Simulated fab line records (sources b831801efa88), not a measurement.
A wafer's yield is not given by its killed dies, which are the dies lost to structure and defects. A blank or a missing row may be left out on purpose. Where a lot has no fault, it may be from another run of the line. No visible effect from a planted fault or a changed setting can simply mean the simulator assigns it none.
Which of the tools did it? ; flow sky130 ; 13 lots with 39 wafers sampled at 3 steps, on a route of 708 steps

## WHAT EACH GAUGE READ, for each wafer
SKY_VT_ADJUST_NCORE_CD_MEAS_07: the cd target is 380 nm. Usual: cd nm at 379.1 nm, with a standard deviation of 2.
lot;measured;on;cd nm (nm);flag
L333;day 8 23:21;cd sem-01;376.4 375.2 376.1;
L332;day 9 00:19;cd sem-01;383.4 378.8 378.8;
L334;day 9 03:56;cd sem-01;378.7 379.6 379.1;
L335;day 9 05:11;cd sem-01;380.3 377.8 378.9;
L337;day 9 21:44;cd sem-02;379.0 380.1 378.4;
L338;day 10 09:31;cd sem-02;379.4 382.6 379.4;
L339;day 10 19:55;cd sem-02;380.7 379.8 377.7;
L340;day 11 06:05;cd sem-02;380.6 379.0 380.6;
L341;day 11 16:21;cd sem-02;379.6 380.8 378.6;
L342;day 11 16:47;cd sem-02;380.5 383.7 381.1;
L343;day 12 04:44;cd sem-01;379.3 377.1 379.2;
L351;day 14 06:02;cd sem-01;380.9 379.4 381.6;
L354;day 14 21:41;cd sem-01;378.7 378.2 378.5;

SKY_SONOS_ONO_OVL_MEAS_14. Usual: SONOS_ONO_OVL typically reads -0.1 nm, with standard deviation 1.4.
lot;measured;on;SONOS_ONO_OVL (nm);flag
L333;day 13 03:31;overlay-01;2.1 0.9 1.3;
L332;day 13 04:19;overlay-01;-0.1 1.8 -1.1;
L334;day 13 09:28;overlay-02;-1.2 -1.3 0.1;
L335;day 13 09:34;overlay-01;-1.1 0.3 1.7;
L337;day 14 03:40;overlay-01;-0.4 -2.2 -1.4;
L338;day 14 17:22;overlay-02;-1.8 -1.1 1.4;
L339;day 15 03:12;overlay-02;-0.3 -2.4 -1.8;
L340;day 15 17:17;overlay-01;-1.0 0.6 -0.1;
L341;day 16 05:03;overlay-02;-2.5 -2.6 -2.5;
L342;day 16 04:58;overlay-01;-0.4 1.2 2.7;
L343;day 16 17:00;overlay-02;0.2 0.8 3.4;
L351;day 19 05:34;overlay-01;-1.0 0.2 0.3;
L354;day 20 07:18;overlay-01;0.0 1.9 0.2;

## EACH LOT AND THE TOOL THAT RAN IT (in order: tool; ch and the chambers of the sampled wafers; start)
lot;SKY_VT_ADJUST_LVTN_DEVELOP_17
L333;litho track-04 ch 0, day 8 02:28
L332;litho track-01 ch 0, day 8 03:50
L334;litho track-04 ch 0, day 8 06:52
L335;litho track-04 ch 0, day 8 07:47
L337;litho track-04 ch 0, day 9 00:19
L338;litho track-03 ch 0, day 9 10:38
L339;litho track-03 ch 0, day 9 20:27
L340;litho track-03 ch 0, day 10 06:41
L341;litho track-03 ch 0, day 10 16:27
L342;litho track-03 ch 0, day 10 17:42
L343;litho track-03 ch 0, day 11 04:57
L351;litho track-04 ch 0, day 13 04:16
L354;litho track-04 ch 0, day 13 19:58
- SKY_VT_ADJUST_LVTN_DEVELOP_17: develop time 60 s.

## AS READ BY THE TOOLS THEMSELVES (means over the sampled wafers that have a number; for cases with no such wafer, the mark the record gives instead)
SKY_VT_ADJUST_LVTN_DEVELOP_17. Usual: developer temp C at 23.02 C, with a standard deviation of 0.11.
lot;tool;developer temp C (C);flag
L333;litho track-04;23.01;
L332;litho track-01;23.00;
L334;litho track-04;23.14;
L335;litho track-04;23.01;
L337;litho track-04;22.97;
L338;litho track-03;23.01;
L339;litho track-03;23.03;
L340;litho track-03;23.16;
L341;litho track-03;22.91;
L342;litho track-03;23.86;OFF
L343;litho track-03;23.96;OFF
L351;litho track-04;23.05;
L354;litho track-04;23.06;

## THE ANSWER, worked out from the rows above alone
Rule: a lot is off if the mean of its wafers that have a number lies more than 3 standard deviations from the usual mean. Also off: a lot with no number at a reading for which 4 or more lots have one. All remaining lots with rows at the step are treated as sound. After the gauges, taken in route order, come the tools' own readings; for these a lot's mean is taken, as printed above. At the first step where some lot is off, the reading lying furthest off is the one used; lots without a number count as furthest.
Off: L342, L343 (SKY_VT_ADJUST_LVTN_DEVELOP_17, developer temp C).
If a tool, at that step or one of the process steps before it, ran each lot that is off and ran no sound lot following the first of them, it fits. One fits: SKY_VT_ADJUST_LVTN_DEVELOP_17 on litho track-03. Its last sound lot is L341 (day 10 16:27), its first lot that is off L342 (day 10 17:42): a fault that began between those two fits.
The tool's own readings at SKY_VT_ADJUST_LVTN_DEVELOP_17 bear it out: on the lots that are off they differ by more than 5 times the standard deviation of the sound lots' means. developer temp C reads 23.91 C there against 23.03 C on the sound lots.

## WHAT WAS PUT IN BY THE SIMULATOR
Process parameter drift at SKY_VT_ADJUST_LVTN_DEVELOP_17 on litho track-03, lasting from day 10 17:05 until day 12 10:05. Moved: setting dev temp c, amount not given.
Lots struck among those shown: L342, L343. This agrees with what the rule above found.
